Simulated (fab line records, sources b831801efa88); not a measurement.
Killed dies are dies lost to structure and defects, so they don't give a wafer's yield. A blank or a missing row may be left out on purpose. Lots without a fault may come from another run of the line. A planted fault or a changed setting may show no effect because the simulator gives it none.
fab line records | flow sky130
record lots=6 wafers=18 last_day=50
route steps=708 shown VT_ADJUST_PCH@146 SONOS_TUNNEL@154
lots that met no fault: from a run of the same line without faults
start_h: hours from the record's first day to the start of the lot's first wafer shown | wait_h: hours since the lot's step before | " the same as in the row above | L1.1+2: a row that stands for several wafers | - no value, or no start given | * or withheld: withheld | < > ~ a bound
route shown NAME@n: a module of which the file shows steps, and the number in the route of the first | usual: mean/standard deviation of fault-free wafers | same: alike in all rows | chamber/n: place in a boat | sites: the reading at each site | _std_site: their standard deviation | _edge_site: outer sites' mean less inner sites' | radius_mm: how far each site lies from the wafer's centre | mask NAME#n: copy n | behind: the tool/chamber that last shaped the wafer | hold: why the lot was held/for how many hours/how that ended | device: the transistor (n, p or np) that didn't switch | end of line: the same wafers' tests at the end of the route | a step without rows: its recipe alone | killed: dies lost to structure and defects at the first sort, not the wafer's yield | map: a wafer's dies, x killed, . not, _ none there
set.NAME: the setting as run; set.NAME@STEP: as run at that earlier step | model.NAME: the simulator's own value behind a step, which no gauge read
lots at some steps of the route; a table a step, a row a wafer
services: from which hour (start_h, from the record's first day; less than 0 if before it) a tool's chamber was out of use, for how many hours, and why
## steps
# step SKY_VT_ADJUST_PCH_SOFTBAKE_03
# recipe temp_c=110 time_s=withheld
# step SKY_VT_ADJUST_PCH_EXPOSE_04
# recipe mask_id=NWM na=0.6 source_shape=conventional sigma_outer=0.6 polarization=unpolarized target_cd_nm=840 dose_mj=255
# step SKY_VT_ADJUST_PCH_PEB_05
# recipe temp_c=115 time_s=withheld
# step SKY_VT_ADJUST_PCH_DEVELOP_06
# recipe wall_angle_deg=90 developer=TMAH develop_time_s=60 dev_temp_c=23
# step SKY_VT_ADJUST_PCH_OVL_MEAS_07
# usual VT_ADJUST_PCH_OVL=-0.9/1.3
# columns lot.wafer tool chamber start_h wait_h VT_ADJUST_PCH_OVL[nm]
L815.3 overlay-02 - 222.16 - -2.7
L815.4 " - " " -1.7
L815.5 " - " " -1.7
L824.4 overlay-02 - 292.85 - -0.7
L824.5 " - " " -1.9
L824.6 " - " " -2.4
L825.3 overlay-02 - 297.44 - 2.0
L825.4 " - " " 0.7
L825.6 " - " " 1.7
L833.1 overlay-01 - 361.30 - -1.5
L833.4 " - " " -1.0
L833.6 " - " " -1.2
L835.3 overlay-01 - 380.37 - 1.1
L835.4 " - " " -0.1
L835.5 " - " " 0.6
L836.1 overlay-01 - 390.50 - 1.5
L836.2 " - " " 1.3
L836.5 " - " " -0.1
# step SKY_VT_ADJUST_PCH_IMPLANT_08
# recipe species=B energy_kev=10 dose_cm2=5e+11 tilt_deg=withheld
# step SKY_VT_ADJUST_PCH_STRIP_09
# recipe chemistry=O2/N2 power_w=1400 pressure_mtorr=1500 platen_temp_c=withheld o2_flow_sccm=3000 n2_flow_sccm=300 overash_fraction=0.5
# usual drypump_motor_current_A=5.4/0.34 oes_product_au=0.722/0.0047 strip_time_to_endpoint_s=36.94/0.12
# columns lot.wafer tool chamber start_h wait_h drypump_motor_current_A oes_product_au rf_hours_counter_h strip_time_to_endpoint_s
L815.3 plasma_asher-01 0 222.37 0.1 5.6 0.725 - 36.81
L815.4 " 1 " " 4.9 0.729 - 36.90
L815.5 " 1 " " 4.9 0.723 - 36.91
L824.4 plasma_asher-01 1 293.05 0.1 4.9 0.718 - 36.88
L824.5 " 0 " " 5.6 0.720 - 37.08
L824.6 " 1 " " 4.9 0.713 - 36.95
L825.3 plasma_asher-02 1 297.65 0.1 5.2 0.729 - 36.86
L825.4 " 0 " " 5.4 0.722 - 36.79
L825.6 " 0 " " 5.4 0.728 - 36.80
L833.1 plasma_asher-01 0 361.48 0.1 5.6 0.728 54 36.95
L833.4 " 0 " " 5.6 0.724 - 36.94
L833.6 " 0 " " 5.6 0.720 - 37.11
L835.3 plasma_asher-01 0 380.94 0.2 5.6 0.720 - 37.08
L835.4 " 1 " " 4.9 0.721 - 37.06
L835.5 " 1 " " 4.9 0.734 - 37.02
L836.1 plasma_asher-01 0 390.77 0.2 5.6 0.723 59 36.87
L836.2 " 1 " " 4.9 0.723 59 36.95
L836.5 " 1 " " 4.9 0.716 - 36.99
# step SKY_VT_ADJUST_PCH_TW_MEAS_10
# usual VT_ADJUST_PCH_TW=141.7/1.3
# columns lot.wafer tool chamber start_h wait_h VT_ADJUST_PCH_TW
L815.3 film_metro-01 - 222.45 0.1 140.2
L815.4 " - " " 140.1
L815.5 " - " " 139.4
L824.4 film_metro-02 - 293.14 0.1 141.2
L824.5 " - " " 141.8
L824.6 " - " " 141.5
L825.3 film_metro-01 - 297.73 0.1 140.2
L825.4 " - " " 140.6
L825.6 " - " " 140.7
L833.1 film_metro-03 - 361.58 0.1 143.6
L833.4 " - " " 143.7
L833.6 " - " " 143.9
L835.3 film_metro-03 - 381.03 0.1 143.1
L835.4 " - " " 142.9
L835.5 " - " " 143.4
L836.1 film_metro-01 - 390.87 0.1 141.7
L836.2 " - " " 142.2
L836.5 " - " " 141.0
# step SKY_SONOS_TUNNEL_DEHYDRATE_00
# recipe temp_c=200 time_s=60
# step SKY_SONOS_TUNNEL_HMDS_01
# recipe prime_time_s=60 prime_temp_c=120
# step SKY_SONOS_TUNNEL_COAT_02
# recipe resist=NOVOLAK spin_rpm=3000 resist_thk_nm=1140
# step SKY_SONOS_TUNNEL_SOFTBAKE_03
# recipe temp_c=90 time_s=60 resist=NOVOLAK
# step SKY_SONOS_TUNNEL_EXPOSE_04
# recipe mask_id=TUNM na=0.6 source_shape=conventional sigma_outer=0.6 polarization=unpolarized target_cd_nm=410 dose_mj=136
# usual exposure_dose_mJ_cm2=136.48/0.14 focus_offset_nm=0.1/0.57
# columns lot.wafer tool chamber start_h wait_h mask exposure_dose_mJ_cm2 focus_offset_nm
L815.3 iline_stepper-01 0 232.99 - TUNM#0 136.43 -0.5
L815.4 " 0 " " TUNM#0 136.60 -1.2
L815.5 " 0 " " TUNM#0 136.28 -0.1
L824.4 iline_stepper-02 - 305.89 - TUNM#0 - -
L824.5 " - " " TUNM#0 - -
L824.6 " - " " TUNM#0 - -
L825.3 iline_stepper-02 - 309.34 - TUNM#0 - -
L825.4 " - " " TUNM#0 - -
L825.6 " - " " TUNM#0 - -
L833.1 iline_stepper-02 0 376.08 - TUNM#0 136.51 -0.2
L833.4 " 0 " " TUNM#0 136.57 0.0
L833.6 " 0 " " TUNM#0 136.51 0.5
L835.3 iline_stepper-01 0 394.69 - TUNM#0 136.35 0.8
L835.4 " 0 " " TUNM#0 136.45 -0.1
L835.5 " 0 " " TUNM#0 136.34 0.1
L836.1 iline_stepper-02 0 404.70 - TUNM#0 136.14 0.6
L836.2 " 0 " " TUNM#0 136.22 1.1
L836.5 " 0 " " TUNM#0 136.29 -0.5
# step SKY_SONOS_TUNNEL_PEB_05
# recipe temp_c=withheld time_s=* resist=NOVOLAK
## services
# columns tool chamber start_h hours kind
iline_stepper-02 - 221.94 1.7 pm
iline_stepper-01 - 243.98 1.7 pm
plasma_asher-01 - 249.83 2.8 pm
plasma_asher-02 - 275.51 2.6 repair
plasma_asher-02 - 325.84 1.5 repair
plasma_asher-02 - 380.65 15.6 pm
## key
first_sign step=SKY_SONOS_TUNNEL_EXPOSE_04 reading=tool_record direction=missing
effect none on later readings
met_at SKY_SONOS_TUNNEL_EXPOSE_04
struck_wafers L824.4,L824.5,L824.6,L825.3,L825.4,L825.6
later_rows_left_out L824.4,L824.5,L824.6,L825.3,L825.4,L825.6
sort_left_out L824.4,L824.5,L824.6,L825.3,L825.4,L825.6
tester_left_out L824,L825
loop_trim step=SKY_SONOS_TUNNEL_EXPOSE_04 setting=dose lots=L824,L825
fault kind=skipped_step_whole tool=iline_stepper-02 chamber=- onset_h=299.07 steps=SKY_SONOS_TUNNEL_EXPOSE_04 scope=struck_lots_only
# tester_left_out: of these lots the tester's yield and bins aren't shown, on N5 and GAA mostly nor the transistor test; their killed dies are dies lost to structure and defects alone, not to doping, threshold or leakage, so they don't give the yield
# sort_left_out: the simulated sort isn't trusted on such a fault, so these wafers' sort isn't shown, and their yield isn't known
# later_rows_left_out: the simulator's readings of these wafers behind a module that went badly wrong aren't trusted and aren't shown, but for the sort
# loop_trim: a control loop set the setting to another value than it would have without faults
